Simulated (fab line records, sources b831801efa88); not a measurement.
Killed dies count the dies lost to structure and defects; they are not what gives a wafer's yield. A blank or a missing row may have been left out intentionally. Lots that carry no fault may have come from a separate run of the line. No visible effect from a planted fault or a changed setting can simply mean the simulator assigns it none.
fab line records	flow sky130	part 1 of 2: steps 1 to 30 of 39
[record] lots = 5	wafers = 15	last_day = 49
route steps=708 shown VIA2@530 METAL3@532 CAPM@537
lots that met no fault: taken from a fault-free run of the same line
start_h: hours from the record's opening day to when the first of the lot's shown wafers began	wait_h: hours elapsed since this lot's preceding step	" as in the row above	L1.1+2: one row covering several wafers at once	- value missing, or start not given	* or withheld: withheld	< > ~ a bound
route shown NAME@n: names a module that has steps shown in the file, with the first one's number in the route	usual: average and standard deviation across the fault-free wafers	same: alike in all rows	chamber/n: place in a boat	sites: each site's reading	_std_site: the values' standard deviation	_edge_site: inner sites' mean taken away from outer sites' mean	radius_mm: how far each site lies from the wafer's centre	mask NAME#n: copy n	behind: the tool/chamber that last shaped the wafer	hold: why the lot was held/for how many hours/how that ended	device: the transistor (n, p or np) that didn't switch	end of line: tests run on the same wafers once the route is complete	where a step has no rows: the recipe by itself	killed: dies lost to structure and defects at the first sort, not the wafer's yield	map: dies across one wafer; x = killed, . = not, _ = none there
set.NAME: setting as actually run; set.NAME@STEP: the setting as run at that earlier step	model.NAME: the simulator's own value behind a step, which no gauge read
lots seen at some steps along the route; tables by step, rows by wafer
services: when a tool's chamber went out of use (start_h, in hours from the record's first day, below 0 if earlier), for how many hours, and the reason
[[steps]]
[step SKY_VIA2_THK_MEAS_23]
[recipe] thk_meas_gauge = xrf	reads = W_of_VIA2_CVD_21
[usual] VIA2_W_THK = 422/5.8
lot.wafer	tool	chamber	start_h	wait_h	VIA2_W_THK[nm]
L078.2	film_metro-01	-	879.10	0.1	429
L078.3	"	-	"	"	430
L078.4	"	-	"	"	436
L083.1	film_metro-04	-	921.50	0.1	422
L083.2	"	-	"	"	422
L083.3	"	-	"	"	427
L084.1	film_metro-01	-	921.58	0.1	422
L084.3	"	-	"	"	419
L084.5	"	-	"	"	420
L090.2	film_metro-04	-	970.03	0.1	428
L090.3	"	-	"	"	425
L090.5	"	-	"	"	430
L094.2	film_metro-01	-	985.01	0.1	430
L094.3	"	-	"	"	427
L094.5	"	-	"	"	425
[step SKY_VIA2_CMP_24]
[recipe] stop_on = SiO2	t_overpolish_s = 20	down_force_psi = 3.5	platen_rpm = 60	target_thk_nm = 0	pad_velocity_m_s = 0.94248
[usual] motor_current_A = 10.9/0.93	overpolish_run_s = 20.001/0.009	platen_rpm = 60.00/0.035	time_to_endpoint_s = 100/3.4
lot.wafer	tool	chamber	start_h	wait_h	motor_current_A	overpolish_run_s	platen_rpm	time_to_endpoint_s
L078.3	cmp-01	1	879.15	0.0	9.7	20.022	59.99	103
L078.4	"	3	"	"	12.4	20.003	60.07	103
L078.2	"	0	"	"	11.2	20.003	60.04	99
L083.1	cmp-02	0	921.61	0.1	10.6	19.995	59.97	101
L083.2	"	1	"	"	11.5	20.012	59.96	100
L083.3	"	2	"	"	10.4	20.003	60.00	101
L084.1	cmp-01	1	921.64	0.1	9.6	19.998	60.05	100
L084.3	"	2	"	"	11.2	19.983	59.99	100
L084.5	"	2	"	"	11.2	19.991	60.03	101
L090.3	cmp-01	0	970.15	0.1	10.8	19.980	59.94	98
L090.2	"	1	"	"	9.1	19.999	60.05	97
L090.5	"	0	"	"	11.5	20.007	59.96	99
L094.3	cmp-02	1	985.11	0.1	11.4	20.005	59.94	108
L094.2	"	3	"	"	10.7	19.991	59.97	110
L094.5	"	0	"	"	10.2	19.990	60.01	106
[step SKY_METAL3_SPUTTER_00]
[recipe] material = Ti	target_thk_nm = 15	power_w = 3000	time_s = 10	chamber_pressure_pa = 0.4
[usual] throttle_valve_pct = 29.8/1.1
lot.wafer	tool	chamber	start_h	wait_h	throttle_valve_pct
L078.2	pvd_sputter-04	-	879.45	0.1	29.9
L078.3	"	-	"	"	31.2
L078.4	"	-	"	"	27.5
L083.1	pvd_sputter-02	-	921.86	0.2	30.2
L083.2	"	-	"	"	30.6
L083.3	"	-	"	"	27.4
L084.1	pvd_sputter-03	-	921.94	0.2	30.5
L084.3	"	-	"	"	30.2
L084.5	"	-	"	"	30.4
L090.2	pvd_sputter-02	-	970.45	0.2	28.8
L090.3	"	-	"	"	30.6
L090.5	"	-	"	"	30.5
L094.2	pvd_sputter-02	-	985.36	0.1	27.5
L094.3	"	-	"	"	30.3
L094.5	"	-	"	"	30.7
[step SKY_METAL3_SPUTTER_01]
[recipe] material = TiN	target_thk_nm = 20	power_w = 6500	time_s = 16.7	chamber_pressure_pa = 0.4
[usual] throttle_valve_pct = 29.8/1.1
lot.wafer	tool	chamber	start_h	wait_h	throttle_valve_pct
L078.2	pvd_sputter-04	-	879.47	0.0	29.8
L078.3	"	-	"	"	31.3
L078.4	"	-	"	"	27.9
L083.1	pvd_sputter-02	-	921.88	0.0	30.7
L083.2	"	-	"	"	30.3
L083.3	"	-	"	"	27.8
L084.1	pvd_sputter-03	-	921.96	0.0	30.6
L084.3	"	-	"	"	30.4
L084.5	"	-	"	"	30.6
L090.2	pvd_sputter-02	-	970.47	0.0	28.8
L090.3	"	-	"	"	30.6
L090.5	"	-	"	"	30.5
L094.2	pvd_sputter-02	-	985.38	0.0	27.5
L094.3	"	-	"	"	30.6
L094.5	"	-	"	"	30.4
[step SKY_METAL3_SPUTTER_02]
[recipe] material = AlCu	target_thk_nm = 735	power_w = 10600	time_s = 39.1	chamber_pressure_pa = 0.4
[usual] throttle_valve_pct = 29.9/1.1
lot.wafer	tool	chamber	start_h	wait_h	throttle_valve_pct
L078.2	pvd_sputter-04	-	879.50	0.0	29.7
L078.3	"	-	"	"	31.1
L078.4	"	-	"	"	27.7
L083.1	pvd_sputter-02	-	921.91	0.0	30.5
L083.2	"	-	"	"	30.5
L083.3	"	-	"	"	27.6
L084.1	pvd_sputter-03	-	921.99	0.0	30.5
L084.3	"	-	"	"	30.2
L084.5	"	-	"	"	30.6
L090.2	pvd_sputter-02	-	970.50	0.0	29.2
L090.3	"	-	"	"	30.4
L090.5	"	-	"	"	30.5
L094.2	pvd_sputter-02	-	985.40	0.0	27.7
L094.3	"	-	"	"	30.5
L094.5	"	-	"	"	30.4
[step SKY_METAL3_SPUTTER_03]
[recipe] material = Ti	target_thk_nm = 5	power_w = 3000	time_s = 3.3	chamber_pressure_pa = 0.4
[usual] throttle_valve_pct = 29.9/1.1
lot.wafer	tool	chamber	start_h	wait_h	throttle_valve_pct
L078.2	pvd_sputter-04	-	879.53	0.0	29.7
L078.3	"	-	"	"	31.2
L078.4	"	-	"	"	27.7
L083.1	pvd_sputter-02	-	921.95	0.0	30.5
L083.2	"	-	"	"	30.3
L083.3	"	-	"	"	27.8
L084.1	pvd_sputter-03	-	922.02	0.0	30.3
L084.3	"	-	"	"	30.5
L084.5	"	-	"	"	30.7
L090.2	pvd_sputter-02	-	970.54	0.0	29.4
L090.3	"	-	"	"	30.6
L090.5	"	-	"	"	30.5
L094.2	pvd_sputter-02	-	985.44	0.0	27.5
L094.3	"	-	"	"	30.7
L094.5	"	-	"	"	30.6
[step SKY_METAL3_SPUTTER_04]
[recipe] material = TiN	target_thk_nm = 70	power_w = 6500	time_s = 58.3	chamber_pressure_pa = 0.4
[usual] throttle_valve_pct = 29.9/1.1
lot.wafer	tool	chamber	start_h	wait_h	throttle_valve_pct
L078.2	pvd_sputter-04	-	879.55	0.0	29.8
L078.3	"	-	"	"	31.2
L078.4	"	-	"	"	27.8
L083.1	pvd_sputter-02	-	921.97	0.0	30.7
L083.2	"	-	"	"	30.7
L083.3	"	-	"	"	27.5
L084.1	pvd_sputter-03	-	922.04	0.0	30.5
L084.3	"	-	"	"	30.4
L084.5	"	-	"	"	30.4
L090.2	pvd_sputter-02	-	970.56	0.0	29.3
L090.3	"	-	"	"	30.4
L090.5	"	-	"	"	30.5
L094.2	pvd_sputter-02	-	985.46	0.0	27.5
L094.3	"	-	"	"	30.4
L094.5	"	-	"	"	30.7
[step SKY_CAPM_CVD_00]
[recipe] material = SiO2	target_thk_nm = 15.5	temp_c = 400	time_s = withheld	rf_w = 450
[usual] heater_power_w = 769/94
lot.wafer	tool	chamber	start_h	wait_h	heater_power_w
L078.2	pecvd-02	1	879.60	0.0	805
L078.3	"	0	"	"	848
L078.4	"	0	"	"	835
L083.1	pecvd-02	0	922.01	0.0	855
L083.2	"	1	"	"	784
L083.3	"	2	"	"	607
L084.1	pecvd-03	0	922.09	0.0	706
L084.3	"	1	"	"	659
L084.5	"	0	"	"	689
L090.2	pecvd-02	1	970.60	0.0	682
L090.3	"	0	"	"	895
L090.5	"	2	"	"	563
L094.2	pecvd-03	2	985.51	0.0	804
L094.3	"	2	"	"	810
L094.5	"	1	"	"	603
[step SKY_CAPM_THK_MEAS_01]
[recipe] reads = SiO2_of_CAPM_CVD_00
[usual] CAPM_CVD_00_THK = 15.46/0.22
lot.wafer	tool	chamber	start_h	wait_h	CAPM_CVD_00_THK[nm]
L078.2	film_metro-03	-	879.63	-	15.25
L078.3	"	-	"	"	15.13
L078.4	"	-	"	"	15.42
L083.1	film_metro-04	-	922.04	-	15.33
L083.2	"	-	"	"	15.25
L083.3	"	-	"	"	15.45
L084.1	film_metro-02	-	922.11	-	15.11
L084.3	"	-	"	"	15.33
L084.5	"	-	"	"	15.56
L090.2	film_metro-02	-	970.64	-	15.24
L090.3	"	-	"	"	15.04
L090.5	"	-	"	"	15.71
L094.2	film_metro-04	-	985.55	-	15.17
L094.3	"	-	"	"	15.40
L094.5	"	-	"	"	15.43
[step SKY_CAPM_SPUTTER_02]
[recipe] material = TiN	target_thk_nm = 200	temp_c = 300	power_w = 6500	time_s = 166.7	chamber_pressure_pa = 0.4
[usual] throttle_valve_pct = 30.0/0.8
lot.wafer	tool	chamber	start_h	wait_h	throttle_valve_pct
L078.2	pvd_sputter-03	-	879.68	0.0	30.5
L078.3	"	-	"	"	30.1
L078.4	"	-	"	"	30.3
L083.1	pvd_sputter-01	-	922.10	0.1	29.9
L083.2	"	-	"	"	31.0
L083.3	"	-	"	"	30.0
L084.1	pvd_sputter-02	-	922.17	0.1	29.0
L084.3	"	-	"	"	30.7
L084.5	"	-	"	"	30.4
L090.2	pvd_sputter-03	-	970.69	0.0	30.7
L090.3	"	-	"	"	30.0
L090.5	"	-	"	"	30.5
L094.2	pvd_sputter-03	-	985.60	0.0	30.6
L094.3	"	-	"	"	30.9
L094.5	"	-	"	"	30.1
[step SKY_CAPM_RS_MEAS_03]
[recipe] thk_meas_gauge = four-point-probe	reads = TiN_of_CAPM_SPUTTER_02
[usual] CAPM_TIN_RS = 6.91/0.079
lot.wafer	tool	chamber	start_h	wait_h	CAPM_TIN_RS[ohm/sq]
L078.2	film_metro-03	-	879.81	0.1	6.93
L078.3	"	-	"	"	6.95
L078.4	"	-	"	"	6.95
L083.1	film_metro-03	-	922.21	0.1	6.85
L083.2	"	-	"	"	6.86
L083.3	"	-	"	"	6.85
L084.1	film_metro-04	-	922.28	0.1	6.86
L084.3	"	-	"	"	6.81
L084.5	"	-	"	"	6.85
L090.2	film_metro-03	-	970.82	0.1	7.04
L090.3	"	-	"	"	7.10
L090.5	"	-	"	"	7.03
L094.2	film_metro-03	-	985.73	0.1	6.94
L094.3	"	-	"	"	6.88
L094.5	"	-	"	"	6.95
[step SKY_CAPM_THK_MEAS_04]
[recipe] thk_meas_gauge = xrf	reads = TiN_of_CAPM_SPUTTER_02
[usual] CAPM_TIN_THK = 196.0/2.7
lot.wafer	tool	chamber	start_h	wait_h	CAPM_TIN_THK[nm]
L078.2	film_metro-03	-	879.92	0.1	194.9
L078.3	"	-	"	"	194.3
L078.4	"	-	"	"	193.9
L083.1	film_metro-03	-	922.33	0.1	196.6
L083.2	"	-	"	"	196.8
L083.3	"	-	"	"	196.8
L084.1	film_metro-04	-	922.40	0.1	198.9
L084.3	"	-	"	"	200.3
L084.5	"	-	"	"	199.2
L090.2	film_metro-03	-	970.93	0.1	193.1
L090.3	"	-	"	"	190.5
L090.5	"	-	"	"	193.3
L094.2	film_metro-03	-	985.84	0.1	193.9
L094.3	"	-	"	"	195.9
L094.5	"	-	"	"	193.2
[step SKY_CAPM_DEHYDRATE_05]
[recipe] temp_c = 200	time_s = 60
lot.wafer	tool	chamber	start_h	wait_h
L078.2+3+4	litho_track-03	0	892.28	12.4
L083.1+2+3	litho_track-03	0	933.66	11.3
L084.1+3+5	litho_track-04	0	933.67	11.3
L090.2+3+5	litho_track-01	0	981.98	11.0
L094.2+3+5	litho_track-04	0	996.94	11.1
[step SKY_CAPM_HMDS_06]
[recipe] prime_time_s = 60	prime_temp_c = 120
lot.wafer	tool	chamber	start_h	wait_h
L078.2+3+4	litho_track-03	0	892.43	0.1
L083.1+2+3	litho_track-03	0	933.81	0.1
L084.1+3+5	litho_track-04	0	933.82	0.1
L090.2+3+5	litho_track-01	0	982.13	0.1
L094.2+3+5	litho_track-04	0	997.09	0.1
[step SKY_CAPM_COAT_07]
[recipe] resist = NOVOLAK	spin_rpm = 3000	resist_thk_nm = 1140
lot.wafer	tool	chamber	start_h	wait_h
L078.2+3+4	litho_track-03	0	892.58	0.1
L083.1+2+3	litho_track-03	0	933.96	0.1
L084.1+3+5	litho_track-04	0	933.97	0.1
L090.2+3+5	litho_track-01	0	982.28	0.1
L094.2+3+5	litho_track-04	0	997.24	0.1
[step SKY_CAPM_SOFTBAKE_08]
[recipe] temp_c = 90	time_s = 60	resist = NOVOLAK
lot.wafer	tool	chamber	start_h	wait_h
L078.2+3+4	litho_track-03	0	892.73	0.1
L083.1+2+3	litho_track-03	0	934.11	0.1
L084.1+3+5	litho_track-04	0	934.12	0.1
L090.2+3+5	litho_track-01	0	982.43	0.1
L094.2+3+5	litho_track-04	0	997.39	0.1
[step SKY_CAPM_EXPOSE_09]
[recipe] mask_id = CAPM	na = 0.6	source_shape = conventional	sigma_outer = 0.6	polarization = unpolarized	target_cd_nm = 1000	dose_mj = 159
[usual] focus_offset_nm = -0.1/0.6	stage_vel_mm_s = 499.96/0.26
[same] sigma_outer = 0.6
lot.wafer	tool	chamber	start_h	wait_h	mask	focus_offset_nm	stage_vel_mm_s
L078.2	iline_stepper-02	0	-	-	CAPM#0	0.1	499.33
L078.3	"	0	"	"	CAPM#0	0.3	499.71
L078.4	"	0	"	"	CAPM#0	-0.4	499.90
L083.1	iline_stepper-02	0	-	-	CAPM#0	-0.7	499.89
L083.2	"	0	"	"	CAPM#0	-0.5	499.71
L083.3	"	0	"	"	CAPM#0	-1.0	499.53
L084.1	iline_stepper-01	0	-	-	CAPM#0	0.0	499.57
L084.3	"	0	"	"	CAPM#0	-0.5	499.97
L084.5	"	0	"	"	CAPM#0	-0.7	500.34
L090.2	iline_stepper-01	0	-	-	CAPM#0	0.0	500.25
L090.3	"	0	"	"	CAPM#0	-0.2	500.45
L090.5	"	0	"	"	CAPM#0	-0.5	499.73
L094.2	iline_stepper-01	0	-	-	CAPM#0	1.1	500.17
L094.3	"	0	"	"	CAPM#0	1.0	500.29
L094.5	"	0	"	"	CAPM#0	0.3	500.04
[step SKY_CAPM_PEB_10]
[recipe] temp_c = withheld	time_s = *	resist = NOVOLAK
lot.wafer	tool	chamber	start_h	wait_h
L078.2+3+4	litho_track-03	0	-	-
L083.1+2+3	litho_track-04	0	-	-
L084.1+3+5	litho_track-01	0	-	-
L090.2+3+5	litho_track-04	0	-	-
L094.2+3+5	litho_track-01	0	-	-
[step SKY_CAPM_DEVELOP_11]
[recipe] resist = NOVOLAK	developer = TMAH	develop_time_s = 60	dev_temp_c = 23
lot.wafer	tool	chamber	start_h	wait_h
L078.2+3+4	litho_track-03	0	905.28	0.1
L083.1+2+3	litho_track-04	0	946.22	0.1
L084.1+3+5	litho_track-01	0	946.61	0.1
L090.2+3+5	litho_track-04	0	994.14	0.1
L094.2+3+5	litho_track-01	0	1008.98	0.1
[step SKY_CAPM_OVL_MEAS_12]
[usual] CAPM_OVL = -0.7/1.1
lot.wafer	tool	chamber	start_h	wait_h	CAPM_OVL[nm]
L078.2	overlay-01	-	905.41	0.1	-1.9
L078.3	"	-	"	"	-0.5
L078.4	"	-	"	"	0.3
L083.1	overlay-02	-	946.37	0.1	-0.7
L083.2	"	-	"	"	0.9
L083.3	"	-	"	"	-1.1
L084.1	overlay-01	-	946.76	0.1	0.8
L084.3	"	-	"	"	-1.0
L084.5	"	-	"	"	0.5
L090.2	overlay-02	-	994.27	0.1	0.0
L090.3	"	-	"	"	0.0
L090.5	"	-	"	"	-1.0
L094.2	overlay-02	-	1009.11	0.1	0.0
L094.3	"	-	"	"	-1.9
L094.5	"	-	"	"	-1.1
[step SKY_CAPM_METAL_ETCH_13]
[recipe] target_depth_nm = 220	stop_on = SiO2	chemistry = Cl2/BCl3	target = TiN	pressure_mtorr = 10	icp_w = 900	bias_w = 48.5	Cl2_flow_sccm = 60	bcl3_flow_sccm = 30	time_s = 62.9
[usual] drypump_motor_current_A = 5.9/0.42	oes_product_au = 0.941/0.0073	throttle_valve_pct = 21.901/0.01
lot.wafer	tool	chamber	start_h	wait_h	drypump_motor_current_A	oes_product_au	rf_hours_counter_h	throttle_valve_pct
L078.2	rie_metal-02	0	905.44	0.0	6.2	0.935	10	21.878
L078.3	"	1	"	"	5.5	0.939	-	21.912
L078.4	"	0	"	"	6.2	0.942	-	21.908
L083.1	rie_metal-02	0	946.40	0.0	6.2	0.944	12	21.895
L083.2	"	1	"	"	5.5	0.944	15	21.892
L083.3	"	1	"	"	5.5	0.945	-	21.895
L084.1	rie_metal-04	0	946.79	0.0	5.8	0.942	2	21.887
L084.3	"	0	"	"	5.8	0.946	-	21.906
L084.5	"	0	"	"	5.8	0.934	-	21.906
L090.2	rie_metal-04	1	994.30	0.0	6.6	0.933	21	21.905
L090.3	"	0	"	"	5.8	0.937	-	21.917
L090.5	"	1	"	"	6.6	0.935	-	21.927
L094.2	rie_metal-04	0	1009.14	0.0	5.8	0.935	6	21.886
L094.3	"	1	"	"	6.5	0.947	-	21.902
L094.5	"	1	"	"	6.5	0.932	-	21.900
[step SKY_CAPM_STRIP_14]
[recipe] chemistry = O2/N2	power_w = 1400	pressure_mtorr = 1500	platen_temp_c = withheld	o2_flow_sccm = 3000	n2_flow_sccm = 300	overash_fraction = 0.5
[usual] drypump_motor_current_A = 5.8/0.42	oes_product_au = 0.710/0.0042	strip_time_to_endpoint_s = 12.66/0.038
lot.wafer	tool	chamber	start_h	wait_h	drypump_motor_current_A	oes_product_au	rf_hours_counter_h	strip_time_to_endpoint_s
L078.2	plasma_asher-01	1	905.52	0.1	5.2	0.704	109	12.69
L078.3	"	0	"	"	6.2	0.713	-	12.67
L078.4	"	1	"	"	5.2	0.711	-	12.66
L083.1	plasma_asher-03	1	946.48	0.1	6.3	0.712	84	12.71
L083.2	"	0	"	"	5.2	0.706	84	12.67
L083.3	"	0	"	"	5.2	0.710	-	12.71
L084.1	plasma_asher-04	0	946.87	0.1	5.9	0.707	49	12.66
L084.3	"	0	"	"	5.9	0.716	-	12.69
L084.5	"	1	"	"	5.7	0.711	-	12.71
L090.2	plasma_asher-03	1	994.38	0.1	6.3	0.711	90	12.67
L090.3	"	0	"	"	5.2	0.713	-	12.67
L090.5	"	0	"	"	5.2	0.715	-	12.66
L094.2	plasma_asher-03	0	1009.22	0.1	5.2	0.711	92	12.63
L094.3	"	1	"	"	6.3	0.708	-	12.61
L094.5	"	1	"	"	6.3	0.715	-	12.58
[step SKY_CAPM_STRIP_15]
[recipe] chemistry = post_etch_residue_remover	time_s = 1200	temp_c = 72.5
lot.wafer	tool	chamber	start_h	wait_h
L078.2+3+4	wet_bench-02	3	905.62	0.1
L083.1+2+3	wet_bench-04	3	946.58	0.1
L084.1+3+5	wet_bench-03	2	946.97	0.1
L090.2+3+5	wet_bench-04	0	994.48	0.1
L094.2+3+5	wet_bench-04	1	1009.32	0.1
[step SKY_CAPM_CLEAN_16]
[recipe] chemistry = IPA	time_s = 180	temp_c = 25
lot.wafer	tool	chamber	start_h	wait_h
L078.2+3+4	wet_bench-04	1	905.99	0.0
L083.1+2+3	wet_bench-02	1	947.26	0.0
L084.1+3+5	wet_bench-03	0	947.31	0.0
L090.2+3+5	wet_bench-04	1	994.85	0.0
L094.2+3+5	wet_bench-02	2	1009.66	0.0
[step SKY_CAPM_CLEAN_17]
[recipe] chemistry = O3/DIW	dry = n2_spin
lot.wafer	tool	chamber	start_h	wait_h
L078.2+3+4	wet_bench-02	2	906.05	0.0
L083.1+2+3	wet_bench-02	0	947.32	0.0
L084.1+3+5	wet_bench-03	0	947.37	0.0
L090.2+3+5	wet_bench-03	3	994.92	0.0
L094.2+3+5	wet_bench-03	1	1009.73	0.0
[step SKY_METAL3_DEHYDRATE_05]
[recipe] temp_c = 200	time_s = 60
lot.wafer	tool	chamber	start_h	wait_h
L078.2+3+4	litho_track-02	0	917.51	11.4
L083.1+2+3	litho_track-03	0	958.61	11.2
L084.1+3+5	litho_track-01	0	958.91	11.4
L090.2+3+5	litho_track-03	0	1006.13	11.1
L094.2+3+5	litho_track-02	0	1020.81	11.0
[step SKY_METAL3_HMDS_06]
[recipe] prime_time_s = 60	prime_temp_c = 120
lot.wafer	tool	chamber	start_h	wait_h
L078.2+3+4	litho_track-02	0	917.66	0.1
L083.1+2+3	litho_track-03	0	958.76	0.1
L084.1+3+5	litho_track-01	0	959.06	0.1
L090.2+3+5	litho_track-03	0	1006.28	0.1
L094.2+3+5	litho_track-02	0	1020.96	0.1
[step SKY_METAL3_COAT_07]
[recipe] resist = BARC	temp_c = withheld	time_s = withheld	spin_rpm = 3000	resist_thk_nm = 60
lot.wafer	tool	chamber	start_h	wait_h
L078.2+3+4	litho_track-02	0	917.81	0.1
L083.1+2+3	litho_track-03	0	958.91	0.1
L084.1+3+5	litho_track-01	0	959.21	0.1
L090.2+3+5	litho_track-03	0	1006.43	0.1
L094.2+3+5	litho_track-02	0	1021.11	0.1
[step SKY_METAL3_COAT_08]
[recipe] resist = KrF-thick	spin_rpm = 3000	resist_thk_nm = 1140
lot.wafer	tool	chamber	start_h	wait_h
L078.2+3+4	litho_track-02	0	-	-
L083.1+2+3	litho_track-03	0	-	-
L084.1+3+5	litho_track-01	0	-	-
L090.2+3+5	litho_track-03	0	-	-
L094.2+3+5	litho_track-02	0	-	-
[step SKY_METAL3_SOFTBAKE_09]
[recipe] temp_c = 100	time_s = 90	resist = KrF-thick
lot.wafer	tool	chamber	start_h	wait_h
L078.2+3+4	litho_track-02	0	-	-
L083.1+2+3	litho_track-03	0	-	-
L084.1+3+5	litho_track-01	0	-	-
L090.2+3+5	litho_track-03	0	-	-
L094.2+3+5	litho_track-02	0	-	-
